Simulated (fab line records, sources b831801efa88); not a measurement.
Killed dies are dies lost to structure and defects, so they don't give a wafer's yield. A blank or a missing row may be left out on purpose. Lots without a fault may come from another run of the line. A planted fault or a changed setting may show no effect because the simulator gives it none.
fab line records | flow gf180mcu
record lots=5 wafers=15 last_day=34
route steps=602 shown DNWELL@33 NWELL@42 LVPWELL@54 MVSD@66
lots that met no fault: from a run of the same line without faults
start_h: hours from the record's first day to the start of the lot's first wafer shown | wait_h: hours since the lot's step before | " the same as in the row above | L1.1+2: a row that stands for several wafers | - no value, or no start given | * or withheld: withheld | < > ~ a bound
route shown NAME@n: a module of which the file shows steps, and the number in the route of the first | usual: mean/standard deviation of fault-free wafers | same: alike in all rows | chamber/n: place in a boat | sites: the reading at each site | _std_site: their standard deviation | _edge_site: outer sites' mean less inner sites' | radius_mm: how far each site lies from the wafer's centre | mask NAME#n: copy n | behind: the tool/chamber that last shaped the wafer | hold: why the lot was held/for how many hours/how that ended | device: the transistor (n, p or np) that didn't switch | end of line: the same wafers' tests at the end of the route | a step without rows: its recipe alone | killed: dies lost to structure and defects at the first sort, not the wafer's yield | map: a wafer's dies, x killed, . not, _ none there
set.NAME: the setting as run; set.NAME@STEP: as run at that earlier step | model.NAME: the simulator's own value behind a step, which no gauge read
lots at some steps of the route; a table a step, a row a wafer
services: from which hour (start_h, from the record's first day; less than 0 if before it) a tool's chamber was out of use, for how many hours, and why
## steps
# step GF_DNWELL_HMDS_01
# recipe prime_time_s=60 prime_temp_c=120
# usual resist_line_temp_C=23.01/0.1
# columns lot.wafer tool chamber start_h wait_h resist_line_temp_C
L087.1 litho_track-04 0 104.24 0.1 22.95
L087.4 " 0 " " 22.91
L087.5 " 0 " " 23.08
L088.1 litho_track-03 0 109.16 0.1 23.03
L088.3 " 0 " " 23.07
L088.6 " 0 " " 22.95
L089.1 litho_track-04 0 114.79 0.1 22.91
L089.2 " 0 " " 22.87
L089.3 " 0 " " 22.82
L091.2 litho_track-04 0 125.46 0.1 23.09
L091.3 " 0 " " 23.02
L091.6 " 0 " " 23.03
L096.4 litho_track-04 0 151.51 0.1 23.03
L096.5 " 0 " " 23.06
L096.6 " 0 " " 22.94
# step GF_DNWELL_COAT_02
# recipe spin_rpm=2000 resist_thk_nm=3000
# usual resist_line_temp_C=23.01/0.096
# columns lot.wafer tool chamber start_h wait_h resist_line_temp_C
L087.1 litho_track-04 0 104.39 0.1 23.00
L087.4 " 0 " " 23.00
L087.5 " 0 " " 22.87
L088.1 litho_track-03 0 109.31 0.1 22.96
L088.3 " 0 " " 23.20
L088.6 " 0 " " 23.13
L089.1 litho_track-04 0 114.94 0.1 22.97
L089.2 " 0 " " 22.97
L089.3 " 0 " " 22.92
L091.2 litho_track-04 0 125.61 0.1 23.11
L091.3 " 0 " " 22.91
L091.6 " 0 " " 22.97
L096.4 litho_track-04 0 151.66 0.1 23.05
L096.5 " 0 " " 23.00
L096.6 " 0 " " 23.03
# step GF_DNWELL_SOFTBAKE_03
# recipe temp_c=110 time_s=withheld
# usual resist_line_temp_C=23.00/0.1
# columns lot.wafer tool chamber start_h wait_h resist_line_temp_C
L087.1 litho_track-04 0 104.54 0.1 23.05
L087.4 " 0 " " 23.27
L087.5 " 0 " " 23.23
L088.1 litho_track-03 0 109.46 0.1 23.06
L088.3 " 0 " " 23.02
L088.6 " 0 " " 23.15
L089.1 litho_track-04 0 115.09 0.1 22.98
L089.2 " 0 " " 22.95
L089.3 " 0 " " 22.99
L091.2 litho_track-04 0 125.77 0.1 22.84
L091.3 " 0 " " 23.10
L091.6 " 0 " " 22.89
L096.4 litho_track-04 0 151.84 0.1 23.03
L096.5 " 0 " " 23.02
L096.6 " 0 " " 23.08
# step GF_DNWELL_EXPOSE_04
# recipe mask_id=DNWELL target_cd_nm=1700 na=0.6 source_shape=conventional sigma_outer=0.6 dose_mj=260
# columns lot.wafer tool chamber start_h wait_h mask
L087.1+4+5 iline_stepper-02 0 - - DNWELL#0
L088.1+3+6 iline_stepper-02 0 - - DNWELL#0
L089.1+2+3 iline_stepper-01 0 - - DNWELL#0
L091.2+3+6 iline_stepper-02 0 - - DNWELL#0
L096.4+5+6 iline_stepper-02 0 - - DNWELL#0
# step GF_DNWELL_PEB_05
# recipe temp_c=115 time_s=withheld
# usual resist_line_temp_C=23.02/0.1
# columns lot.wafer tool chamber start_h wait_h resist_line_temp_C
L087.1 litho_track-03 0 - - 23.09
L087.4 " 0 " " 23.10
L087.5 " 0 " " 22.97
L088.1 litho_track-03 0 - - 23.06
L088.3 " 0 " " 22.98
L088.6 " 0 " " 23.16
L089.1 litho_track-03 0 - - 22.85
L089.2 " 0 " " 23.19
L089.3 " 0 " " 23.03
L091.2 litho_track-02 0 - - 23.00
L091.3 " 0 " " 22.99
L091.6 " 0 " " 23.12
L096.4 litho_track-04 0 - - 23.15
L096.5 " 0 " " 22.92
L096.6 " 0 " " 23.03
# step GF_DNWELL_DEVELOP_06
# recipe wall_angle_deg=90 develop_time_s=60 dev_temp_c=23
# usual resist_line_temp_C=22.96/0.11
# columns lot.wafer tool chamber start_h wait_h resist_line_temp_C
L087.1 litho_track-03 0 - - 23.01
L087.4 " 0 " " 22.82
L087.5 " 0 " " 22.94
L088.1 litho_track-03 0 - - 22.96
L088.3 " 0 " " 22.79
L088.6 " 0 " " 22.60
L089.1 litho_track-03 0 - - 22.92
L089.2 " 0 " " 23.00
L089.3 " 0 " " 22.88
L091.2 litho_track-02 0 - - 22.94
L091.3 " 0 " " 22.80
L091.6 " 0 " " 23.03
L096.4 litho_track-04 0 - - 22.99
L096.5 " 0 " " 23.13
L096.6 " 0 " " 22.92
# step GF_DNWELL_IMPLANT_07
# recipe species=P energy_kev=1500 dose_cm2=1e+13 tilt_deg=0
# usual dose_ions_cm2=9.999e+12/9.9e+09
# columns lot.wafer tool chamber start_h wait_h dose_ions_cm2
L087.1 implanter-04 0 111.66 - 9.997e+12
L087.4 " 0 " " 9.991e+12
L087.5 " 0 " " 9.993e+12
L088.1 implanter-01 0 116.86 - 9.995e+12
L088.3 " 0 " " 9.997e+12
L088.6 " 0 " " 9.997e+12
L089.1 implanter-01 0 122.66 - 9.99e+12
L089.2 " 0 " " 1.0008e+13
L089.3 " 0 " " 9.999e+12
L091.2 implanter-04 0 133.57 - 9.991e+12
L091.3 " 0 " " 1.0009e+13
L091.6 " 0 " " 9.995e+12
L096.4 implanter-03 0 159.86 - 9.996e+12
L096.5 " 0 " " 1.0004e+13
L096.6 " 0 " " 9.994e+12
# step GF_DNWELL_STRIP_08
# recipe chemistry=O2/N2 power_w=1400 pressure_mtorr=1500 platen_temp_c=250 o2_flow_sccm=3000 n2_flow_sccm=300 overash_fraction=0.5
# usual drypump_motor_current_A=5.5/0.33 heater_power_w=326/15 oes_product_au=0.722/0.0046 strip_time_to_endpoint_s=36.94/0.11
# same overash_fraction=0.5
# columns lot.wafer tool chamber start_h wait_h drypump_motor_current_A heater_power_w oes_product_au rf_hours_counter_h strip_time_to_endpoint_s
L087.1 plasma_asher-01 0 111.81 0.1 5.7 319 0.719 32 36.85
L087.4 " 0 " " 5.7 311 0.723 - 36.86
L087.5 " 0 " " 5.7 315 0.723 - 36.89
L088.1 plasma_asher-03 0 117.01 0.1 5.2 320 0.719 44 36.89
L088.3 " 1 " " 6.0 311 0.725 - 36.96
L088.6 " 0 " " 5.2 325 0.718 - 36.99
L089.1 plasma_asher-04 0 122.81 0.1 5.7 331 0.728 0 37.18
L089.2 " 1 " " 5.4 356 0.726 0 37.09
L089.3 " 0 " " 5.7 324 0.723 - 37.09
L091.2 plasma_asher-04 0 133.70 0.1 5.7 327 0.719 2 37.04
L091.3 " 0 " " 5.7 332 0.721 - 36.98
L091.6 " 0 " " 5.7 323 0.717 - 36.88
L096.4 plasma_asher-01 1 159.97 0.1 5.1 332 0.719 - 36.96
L096.5 " 0 " " 5.7 317 0.715 - 36.96
L096.6 " 1 " " 5.1 329 0.716 - 36.89
# step GF_DNWELL_TW_MEAS_09
# usual DNWELL_TW=1341/9.9
# columns lot.wafer tool chamber start_h wait_h DNWELL_TW
L087.1 film_metro-03 - 111.91 0.1 1342
L087.4 " - " " 1352
L087.5 " - " " 1349
L088.1 film_metro-03 - 117.11 0.1 1345
L088.3 " - " " 1348
L088.6 " - " " 1350
L089.1 film_metro-01 - 122.91 0.1 1344
L089.2 " - " " 1338
L089.3 " - " " 1342
L091.2 film_metro-02 - 133.81 0.1 1336
L091.3 " - " " 1340
L091.6 " - " " 1340
L096.4 film_metro-01 - 160.07 0.1 1327
L096.5 " - " " 1328
L096.6 " - " " 1333
# step GF_NWELL_DEHYDRATE_00
# recipe temp_c=200 time_s=60
# usual resist_line_temp_C=23.02/0.1
# columns lot.wafer tool chamber start_h wait_h resist_line_temp_C
L087.1 litho_track-02 0 118.75 6.8 23.02
L087.4 " 0 " " 23.08
L087.5 " 0 " " 23.10
L088.1 litho_track-01 0 123.63 6.5 22.90
L088.3 " 0 " " 22.79
L088.6 " 0 " " 22.92
L089.1 litho_track-01 0 129.83 6.9 23.02
L089.2 " 0 " " 23.05
L089.3 " 0 " " 22.88
L091.2 litho_track-01 0 141.15 7.3 22.96
L091.3 " 0 " " 22.96
L091.6 " 0 " " 22.95
L096.4 litho_track-01 0 167.80 7.7 23.11
L096.5 " 0 " " 22.98
L096.6 " 0 " " 22.89
# step GF_NWELL_HMDS_01
# recipe prime_time_s=60 prime_temp_c=120
# usual resist_line_temp_C=23.02/0.1
# columns lot.wafer tool chamber start_h wait_h resist_line_temp_C
L087.1 litho_track-02 0 118.90 0.1 22.94
L087.4 " 0 " " 23.14
L087.5 " 0 " " 23.03
L088.1 litho_track-01 0 123.78 0.1 22.93
L088.3 " 0 " " 23.06
L088.6 " 0 " " 23.12
L089.1 litho_track-01 0 129.98 0.1 23.11
L089.2 " 0 " " 22.87
L089.3 " 0 " " 22.96
L091.2 litho_track-01 0 141.30 0.1 23.05
L091.3 " 0 " " 23.09
L091.6 " 0 " " 22.98
L096.4 litho_track-01 0 167.95 0.1 22.98
L096.5 " 0 " " 22.80
L096.6 " 0 " " 22.87
# step GF_NWELL_COAT_02
# recipe spin_rpm=2000 resist_thk_nm=3000
# usual resist_line_temp_C=22.99/0.1
# columns lot.wafer tool chamber start_h wait_h resist_line_temp_C
L087.1 litho_track-02 0 119.05 0.1 23.02
L087.4 " 0 " " 22.88
L087.5 " 0 " " 22.89
L088.1 litho_track-01 0 123.93 0.1 23.07
L088.3 " 0 " " 23.07
L088.6 " 0 " " 23.09
L089.1 litho_track-01 0 130.13 0.1 23.07
L089.2 " 0 " " 23.05
L089.3 " 0 " " 23.11
L091.2 litho_track-01 0 141.45 0.1 23.02
L091.3 " 0 " " 23.01
L091.6 " 0 " " 23.06
L096.4 litho_track-01 0 168.10 0.1 23.14
L096.5 " 0 " " 23.11
L096.6 " 0 " " 22.97
# step GF_NWELL_SOFTBAKE_03
# recipe temp_c=110 time_s=withheld
# usual resist_line_temp_C=22.99/0.1
# columns lot.wafer tool chamber start_h wait_h resist_line_temp_C
L087.1 litho_track-02 0 119.20 0.1 23.05
L087.4 " 0 " " 23.11
L087.5 " 0 " " 22.84
L088.1 litho_track-01 0 124.08 0.1 22.94
L088.3 " 0 " " 23.14
L088.6 " 0 " " 23.02
L089.1 litho_track-01 0 130.28 0.1 23.05
L089.2 " 0 " " 23.07
L089.3 " 0 " " 23.05
L091.2 litho_track-01 0 141.61 0.1 22.90
L091.3 " 0 " " 23.12
L091.6 " 0 " " 22.85
L096.4 litho_track-01 0 168.28 0.1 22.98
L096.5 " 0 " " 22.96
L096.6 " 0 " " 22.91
# step GF_NWELL_EXPOSE_04
# recipe mask_id=Nwell target_cd_nm=860 na=0.6 source_shape=conventional sigma_outer=0.6 dose_mj=260
# columns lot.wafer tool chamber start_h wait_h mask
L087.1+4+5 iline_stepper-02 0 - - Nwell#0
L088.1+3+6 iline_stepper-01 0 - - Nwell#0
L089.1+2+3 iline_stepper-01 0 - - Nwell#0
L091.2+3+6 iline_stepper-01 0 - - Nwell#0
L096.4+5+6 iline_stepper-01 0 - - Nwell#0
# step GF_NWELL_PEB_05
# recipe temp_c=115 time_s=withheld
# usual resist_line_temp_C=22.97/0.11
# columns lot.wafer tool chamber start_h wait_h resist_line_temp_C
L087.1 litho_track-01 0 - - 23.01
L087.4 " 0 " " 23.04
L087.5 " 0 " " 23.00
L088.1 litho_track-01 0 - - 23.20
L088.3 " 0 " " 23.10
L088.6 " 0 " " 23.03
L089.1 litho_track-01 0 - - 22.91
L089.2 " 0 " " 22.81
L089.3 " 0 " " 22.85
L091.2 litho_track-03 0 - - 22.89
L091.3 " 0 " " 22.87
L091.6 " 0 " " 22.83
L096.4 litho_track-02 0 - - 22.83
L096.5 " 0 " " 23.01
L096.6 " 0 " " 23.01
# step GF_NWELL_DEVELOP_06
# recipe wall_angle_deg=90 develop_time_s=60 dev_temp_c=23
# usual resist_line_temp_C=23.02/0.12
# columns lot.wafer tool chamber start_h wait_h resist_line_temp_C
L087.1 litho_track-01 0 - - 23.00
L087.4 " 0 " " 23.22
L087.5 " 0 " " 22.84
L088.1 litho_track-01 0 - - 23.04
L088.3 " 0 " " 23.20
L088.6 " 0 " " 23.12
L089.1 litho_track-01 0 - - 22.97
L089.2 " 0 " " 23.00
L089.3 " 0 " " 22.95
L091.2 litho_track-03 0 - - 23.19
L091.3 " 0 " " 23.12
L091.6 " 0 " " 23.06
L096.4 litho_track-02 0 - - 22.99
L096.5 " 0 " " 22.95
L096.6 " 0 " " 23.02
# step GF_NWELL_OVL_MEAS_07
# usual NWELL_OVL=0.2/1.7
# columns lot.wafer tool chamber start_h wait_h NWELL_OVL[nm]
L087.1 overlay-02 - 127.23 - 0.8
L087.4 " - " " -0.9
L087.5 " - " " -1.8
L088.1 overlay-02 - 131.78 - -2.5
L088.3 " - " " -2.5
L088.6 " - " " -1.1
L089.1 overlay-01 - 138.08 - -0.5
L089.2 " - " " -0.7
L089.3 " - " " -2.2
L091.2 overlay-01 - 149.46 - -2.2
L091.3 " - " " 0.4
L091.6 " - " " -1.5
L096.4 overlay-01 - 176.69 - 0.7
L096.5 " - " " 0.5
L096.6 " - " " 0.3
# step GF_NWELL_IMPLANT_08
# recipe species=P energy_kev=450 dose_cm2=1.5e+13 tilt_deg=0
# usual dose_ions_cm2=1.5e+13/1.8e+10
# columns lot.wafer tool chamber start_h wait_h dose_ions_cm2
L087.1 implanter-04 0 127.26 0.0 1.4993e+13
L087.4 " 0 " " 1.5001e+13
L087.5 " 0 " " 1.5015e+13
L088.1 implanter-04 0 131.81 0.0 1.4992e+13
L088.3 " 0 " " 1.4994e+13
L088.6 " 0 " " 1.4983e+13
L089.1 implanter-01 0 138.11 0.0 1.4964e+13
L089.2 " 0 " " 1.4982e+13
L089.3 " 0 " " 1.4981e+13
L091.2 implanter-02 0 149.52 0.0 1.5004e+13
L091.3 " 0 " " 1.5007e+13
L091.6 " 0 " " 1.4981e+13
L096.4 implanter-04 0 176.78 0.1 1.4983e+13
L096.5 " 0 " " 1.4988e+13
L096.6 " 0 " " 1.5013e+13
# step GF_NWELL_IMPLANT_09
# recipe species=P energy_kev=160 dose_cm2=4e+12 tilt_deg=0
# usual dose_ions_cm2=4.001e+12/4.3e+09
# columns lot.wafer tool chamber start_h wait_h dose_ions_cm2
L087.1 implanter-04 0 127.41 0.1 3.996e+12
L087.4 " 0 " " 4.007e+12
L087.5 " 0 " " 3.997e+12
L088.1 implanter-04 0 131.96 0.1 3.997e+12
L088.3 " 0 " " 4e+12
L088.6 " 0 " " 4e+12
L089.1 implanter-01 0 138.26 0.1 4.003e+12
L089.2 " 0 " " 4.013e+12
L089.3 " 0 " " 4.007e+12
L091.2 implanter-02 0 149.67 0.1 4.003e+12
L091.3 " 0 " " 4.005e+12
L091.6 " 0 " " 3.995e+12
L096.4 implanter-04 0 176.93 0.1 3.991e+12
L096.5 " 0 " " 3.997e+12
L096.6 " 0 " " 3.998e+12
# step GF_NWELL_STRIP_10
# recipe chemistry=O2/N2 power_w=1400 pressure_mtorr=1500 platen_temp_c=250 o2_flow_sccm=3000 n2_flow_sccm=300 overash_fraction=0.5
# usual drypump_motor_current_A=5.7/0.5 heater_power_w=344/20 oes_product_au=0.722/0.0052 strip_time_to_endpoint_s=36.92/0.11
# same overash_fraction=0.5
# columns lot.wafer tool chamber start_h wait_h drypump_motor_current_A heater_power_w oes_product_au rf_hours_counter_h strip_time_to_endpoint_s
L087.1 plasma_asher-01 0 127.56 0.1 5.7 311 0.718 34 36.92
L087.4 " 0 " " 5.7 317 0.718 - 36.76
L087.5 " 0 " " 5.7 316 0.719 - 36.91
L088.1 plasma_asher-02 1 132.11 0.1 5.6 365 0.723 47 36.90
L088.3 " 1 " " 5.6 378 0.720 - 37.10
L088.6 " 0 " " 6.6 347 0.718 - 37.08
L089.1 plasma_asher-02 1 138.41 0.1 5.6 371 0.715 47 36.77
L089.2 " 0 " " 6.6 337 0.723 47 36.89
L089.3 " 1 " " 5.6 370 0.722 - 36.80
L091.2 plasma_asher-04 0 149.79 0.1 5.7 337 0.733 3 36.88
L091.3 " 1 " " 5.4 354 0.720 - 36.83
L091.6 " 0 " " 5.7 335 0.719 - 36.89
L096.4 plasma_asher-01 1 177.04 0.1 5.1 338 0.723 - 36.83
L096.5 " 1 " " 5.1 331 0.716 - 36.91
L096.6 " 0 " " 5.7 319 0.725 - 36.87
# step GF_NWELL_TW_MEAS_11
# usual NWELL_TW=1563/10
# columns lot.wafer tool chamber start_h wait_h NWELL_TW
L087.1 film_metro-02 - 127.66 0.1 1565
L087.4 " - " " 1561
L087.5 " - " " 1565
L088.1 film_metro-01 - 132.21 0.1 1543
L088.3 " - " " 1552
L088.6 " - " " 1551
L089.1 film_metro-02 - 138.51 0.1 1574
L089.2 " - " " 1570
L089.3 " - " " 1566
L091.2 film_metro-01 - 149.90 0.1 1567
L091.3 " - " " 1556
L091.6 " - " " 1563
L096.4 film_metro-02 - 177.14 0.1 1574
L096.5 " - " " 1574
L096.6 " - " " 1576
# step GF_LVPWELL_DEHYDRATE_00
# recipe temp_c=200 time_s=60
# usual resist_line_temp_C=22.99/0.11
# columns lot.wafer tool chamber start_h wait_h resist_line_temp_C
L087.1 litho_track-04 0 134.74 7.1 23.10
L087.4 " 0 " " 23.04
L087.5 " 0 " " 23.00
L088.1 litho_track-01 0 138.98 6.8 23.17
L088.3 " 0 " " 22.99
L088.6 " 0 " " 23.08
L089.1 litho_track-01 0 145.08 6.6 22.95
L089.2 " 0 " " 22.96
L089.3 " 0 " " 22.93
L091.2 litho_track-03 0 156.78 6.9 22.89
L091.3 " 0 " " 23.04
L091.6 " 0 " " 22.88
L096.4 litho_track-01 0 184.85 7.7 22.87
L096.5 " 0 " " 23.05
L096.6 " 0 " " 22.98
# step GF_LVPWELL_HMDS_01
# recipe prime_time_s=60 prime_temp_c=120
# usual resist_line_temp_C=23.00/0.13
# columns lot.wafer tool chamber start_h wait_h resist_line_temp_C
L087.1 litho_track-04 0 134.89 0.1 22.71
L087.4 " 0 " " 22.87
L087.5 " 0 " " 22.93
L088.1 litho_track-01 0 139.13 0.1 23.12
L088.3 " 0 " " 23.07
L088.6 " 0 " " 23.15
L089.1 litho_track-01 0 145.23 0.1 22.99
L089.2 " 0 " " 22.97
L089.3 " 0 " " 22.91
L091.2 litho_track-03 0 156.93 0.1 22.79
L091.3 " 0 " " 22.88
L091.6 " 0 " " 23.04
L096.4 litho_track-01 0 185.00 0.1 23.08
L096.5 " 0 " " 23.10
L096.6 " 0 " " 23.05
# step GF_LVPWELL_COAT_02
# recipe spin_rpm=2000 resist_thk_nm=3000
# usual resist_line_temp_C=22.98/0.098
# columns lot.wafer tool chamber start_h wait_h resist_line_temp_C
L087.1 litho_track-04 0 135.04 0.1 23.16
L087.4 " 0 " " 22.94
L087.5 " 0 " " 23.03
L088.1 litho_track-01 0 139.28 0.1 23.01
L088.3 " 0 " " 23.02
L088.6 " 0 " " 22.91
L089.1 litho_track-01 0 145.38 0.1 22.85
L089.2 " 0 " " 22.96
L089.3 " 0 " " 22.83
L091.2 litho_track-03 0 157.08 0.1 22.93
L091.3 " 0 " " 22.93
L091.6 " 0 " " 22.93
L096.4 litho_track-01 0 185.15 0.1 22.96
L096.5 " 0 " " 23.00
L096.6 " 0 " " 23.04
# step GF_LVPWELL_SOFTBAKE_03
# recipe temp_c=110 time_s=withheld
# usual resist_line_temp_C=23.02/0.1
# columns lot.wafer tool chamber start_h wait_h resist_line_temp_C
L087.1 litho_track-04 0 135.19 0.1 23.14
L087.4 " 0 " " 23.26
L087.5 " 0 " " 23.19
L088.1 litho_track-01 0 139.43 0.1 23.01
L088.3 " 0 " " 23.02
L088.6 " 0 " " 22.92
L089.1 litho_track-01 0 145.53 0.1 23.01
L089.2 " 0 " " 23.13
L089.3 " 0 " " 23.02
L091.2 litho_track-03 0 157.24 0.1 22.97
L091.3 " 0 " " 22.90
L091.6 " 0 " " 22.96
L096.4 litho_track-01 0 185.33 0.1 22.82
L096.5 " 0 " " 22.87
L096.6 " 0 " " 22.95
# step GF_LVPWELL_EXPOSE_04
# recipe mask_id=LVPWELL target_cd_nm=600 na=0.6 source_shape=conventional sigma_outer=0.6 dose_mj=260
# columns lot.wafer tool chamber start_h wait_h mask
L087.1+4+5 iline_stepper-02 0 - - LVPWELL#0
L088.1+3+6 iline_stepper-01 0 - - LVPWELL#0
L089.1+2+3 iline_stepper-02 0 - - LVPWELL#0
L091.2+3+6 iline_stepper-02 0 - - LVPWELL#0
L096.4+5+6 iline_stepper-01 0 - - LVPWELL#0
# step GF_LVPWELL_PEB_05
# recipe temp_c=115 time_s=withheld
# usual resist_line_temp_C=22.99/0.12
# columns lot.wafer tool chamber start_h wait_h resist_line_temp_C
L087.1 litho_track-04 0 - - 22.78
L087.4 " 0 " " 22.84
L087.5 " 0 " " 22.69
L088.1 litho_track-03 0 - - 23.05
L088.3 " 0 " " 22.91
L088.6 " 0 " " 22.93
L089.1 litho_track-01 0 - - 23.05
L089.2 " 0 " " 22.84
L089.3 " 0 " " 23.17
L091.2 litho_track-04 0 - - 23.01
L091.3 " 0 " " 23.03
L091.6 " 0 " " 22.97
L096.4 litho_track-04 0 - - 23.04
L096.5 " 0 " " 23.02
L096.6 " 0 " " 22.82
# step GF_LVPWELL_DEVELOP_06
# recipe wall_angle_deg=90 develop_time_s=60 dev_temp_c=23
# usual resist_line_temp_C=22.97/0.11
# columns lot.wafer tool chamber start_h wait_h resist_line_temp_C
L087.1 litho_track-04 0 - - 23.11
L087.4 " 0 " " 23.00
L087.5 " 0 " " 22.95
L088.1 litho_track-03 0 - - 23.10
L088.3 " 0 " " 23.11
L088.6 " 0 " " 23.17
L089.1 litho_track-01 0 - - 22.92
L089.2 " 0 " " 22.94
L089.3 " 0 " " 22.82
L091.2 litho_track-04 0 - - 23.10
L091.3 " 0 " " 22.93
L091.6 " 0 " " 23.12
L096.4 litho_track-04 0 - - 22.94
L096.5 " 0 " " 23.00
L096.6 " 0 " " 23.06
# step GF_LVPWELL_OVL_MEAS_07
# usual LVPWELL_OVL=0.9/1.6
# columns lot.wafer tool chamber start_h wait_h LVPWELL_OVL[nm]
L087.1 overlay-01 - 143.14 - 0.9
L087.4 " - " " 2.0
L087.5 " - " " 2.2
L088.1 overlay-02 - 147.21 - -1.0
L088.3 " - " " -1.5
L088.6 " - " " -1.0
L089.1 overlay-02 - 153.83 - 3.8
L089.2 " - " " 1.8
L089.3 " - " " 1.3
L091.2 overlay-02 - 165.19 - 1.1
L091.3 " - " " 2.9
L091.6 " - " " 1.6
L096.4 overlay-01 - 193.40 - 2.2
L096.5 " - " " 2.3
L096.6 " - " " 0.7
# step GF_LVPWELL_IMPLANT_08
# recipe species=B energy_kev=170 dose_cm2=1.5e+13 tilt_deg=0
# usual dose_ions_cm2=1.5001e+13/1.4e+10
# columns lot.wafer tool chamber start_h wait_h dose_ions_cm2
L087.1 implanter-02 0 143.17 0.0 1.4982e+13
L087.4 " 0 " " 1.498e+13
L087.5 " 0 " " 1.497e+13
L088.1 implanter-03 0 147.24 0.0 1.4982e+13
L088.3 " 0 " " 1.4987e+13
L088.6 " 0 " " 1.4996e+13
L089.1 implanter-04 0 153.86 0.0 1.4982e+13
L089.2 " 0 " " 1.5024e+13
L089.3 " 0 " " 1.4995e+13
L091.2 implanter-02 0 165.25 0.0 1.5001e+13
L091.3 " 0 " " 1.5004e+13
L091.6 " 0 " " 1.4986e+13
L096.4 implanter-02 0 193.50 0.1 1.4998e+13
L096.5 " 0 " " 1.4975e+13
L096.6 " 0 " " 1.4976e+13
# step GF_LVPWELL_IMPLANT_09
# recipe species=B energy_kev=60 dose_cm2=5e+12 tilt_deg=0
# usual dose_ions_cm2=5.001e+12/5.5e+09
# columns lot.wafer tool chamber start_h wait_h dose_ions_cm2
L087.1 implanter-02 0 143.32 0.1 5.005e+12
L087.4 " 0 " " 4.993e+12
L087.5 " 0 " " 4.999e+12
L088.1 implanter-03 0 147.39 0.1 5.002e+12
L088.3 " 0 " " 5.006e+12
L088.6 " 0 " " 4.999e+12
L089.1 implanter-04 0 154.01 0.1 5.004e+12
L089.2 " 0 " " 4.998e+12
L089.3 " 0 " " 4.999e+12
L091.2 implanter-02 0 165.40 0.1 4.997e+12
L091.3 " 0 " " 4.997e+12
L091.6 " 0 " " 5.003e+12
L096.4 implanter-02 0 193.65 0.1 5.003e+12
L096.5 " 0 " " 5.005e+12
L096.6 " 0 " " 4.997e+12
# step GF_LVPWELL_STRIP_10
# recipe chemistry=O2/N2 power_w=1400 pressure_mtorr=1500 platen_temp_c=250 o2_flow_sccm=3000 n2_flow_sccm=300 overash_fraction=0.5
# usual drypump_motor_current_A=5.7/0.51 heater_power_w=335/22 oes_product_au=0.722/0.0042 strip_time_to_endpoint_s=36.93/0.081
# same overash_fraction=0.5
# columns lot.wafer tool chamber start_h wait_h drypump_motor_current_A heater_power_w oes_product_au rf_hours_counter_h strip_time_to_endpoint_s
L087.1 plasma_asher-02 0 143.47 0.1 6.6 345 0.713 48 36.89
L087.4 " 1 " " 5.6 375 0.720 - 36.94
L087.5 " 0 " " 6.6 338 0.722 - 36.85
L088.1 plasma_asher-03 1 147.54 0.1 6.0 309 0.719 47 36.85
L088.3 " 0 " " 5.2 321 0.720 - 36.88
L088.6 " 1 " " 6.0 320 0.726 - 36.93
L089.1 plasma_asher-02 0 154.16 0.1 6.6 346 0.725 49 36.90
L089.2 " 1 " " 5.6 372 0.727 49 36.86
L089.3 " 1 " " 5.6 376 0.721 - 36.94
L091.2 plasma_asher-01 1 165.52 0.1 5.1 341 0.720 38 36.87
L091.3 " 0 " " 5.7 304 0.717 - 36.94
L091.6 " 1 " " 5.1 348 0.715 - 37.07
L096.4 plasma_asher-02 0 193.76 0.1 6.6 341 0.719 - 37.08
L096.5 " 1 " " 5.6 378 0.728 - 36.93
L096.6 " 0 " " 6.6 348 0.723 - 36.97
# step GF_LVPWELL_TW_MEAS_11
# usual LVPWELL_TW=557/3.6
# columns lot.wafer tool chamber start_h wait_h LVPWELL_TW
L087.1 film_metro-02 - 143.57 0.1 559
L087.4 " - " " 557
L087.5 " - " " 558
L088.1 film_metro-01 - 147.64 0.1 554
L088.3 " - " " 551
L088.6 " - " " 553
L089.1 film_metro-01 - 154.26 0.1 553
L089.2 " - " " 556
L089.3 " - " " 559
L091.2 film_metro-04 - 165.63 0.1 564
L091.3 " - " " 564
L091.6 " - " " 564
L096.4 film_metro-02 - 193.85 0.1 558
L096.5 " - " " 556
L096.6 " - " " 560
# step GF_MVSD_DEHYDRATE_00
# recipe temp_c=200 time_s=60
# usual resist_line_temp_C=23.01/0.11
# columns lot.wafer tool chamber start_h wait_h resist_line_temp_C
L087.1 litho_track-04 0 150.64 7.1 23.09
L087.4 " 0 " " 22.97
L087.5 " 0 " " 22.84
L088.1 litho_track-04 0 154.84 7.2 22.84
L088.3 " 0 " " 22.80
L088.6 " 0 " " 22.99
L089.1 litho_track-02 0 161.75 7.5 23.05
L089.2 " 0 " " 23.04
L089.3 " 0 " " 22.94
L091.2 litho_track-04 0 173.46 7.8 22.98
L091.3 " 0 " " 22.98
L091.6 " 0 " " 22.90
L096.4 litho_track-04 0 202.56 8.7 22.93
L096.5 " 0 " " 22.79
L096.6 " 0 " " 22.91
# step GF_MVSD_HMDS_01
# recipe prime_time_s=60 prime_temp_c=120
# usual resist_line_temp_C=23.00/0.12
# columns lot.wafer tool chamber start_h wait_h resist_line_temp_C
L087.1 litho_track-04 0 150.79 0.1 23.08
L087.4 " 0 " " 23.02
L087.5 " 0 " " 23.14
L088.1 litho_track-04 0 154.99 0.1 23.05
L088.3 " 0 " " 23.12
L088.6 " 0 " " 22.96
L089.1 litho_track-02 0 161.90 0.1 22.80
L089.2 " 0 " " 22.87
L089.3 " 0 " " 22.80
L091.2 litho_track-04 0 173.61 0.1 22.99
L091.3 " 0 " " 22.94
L091.6 " 0 " " 22.93
L096.4 litho_track-04 0 202.71 0.1 22.84
L096.5 " 0 " " 22.94
L096.6 " 0 " " 22.91
## services
# columns tool chamber start_h hours kind
implanter-04 - 81.45 2.5 pm
implanter-02 - 99.46 3.0 repair
iline_stepper-01 0 101.93 - calibration
plasma_asher-04 - 108.75 9.0 pm
plasma_asher-04 0 108.75 9.0 vent_cycle
plasma_asher-04 1 108.75 9.0 vent_cycle
iline_stepper-02 - 111.25 4.9 repair
plasma_asher-04 0 117.75 - clean
plasma_asher-04 1 117.75 - clean
iline_stepper-01 - 142.90 1.7 pm
iline_stepper-02 0 155.63 - calibration
implanter-04 - 167.32 4.4 repair
implanter-04 - 202.69 0.8 repair
## key
fault none
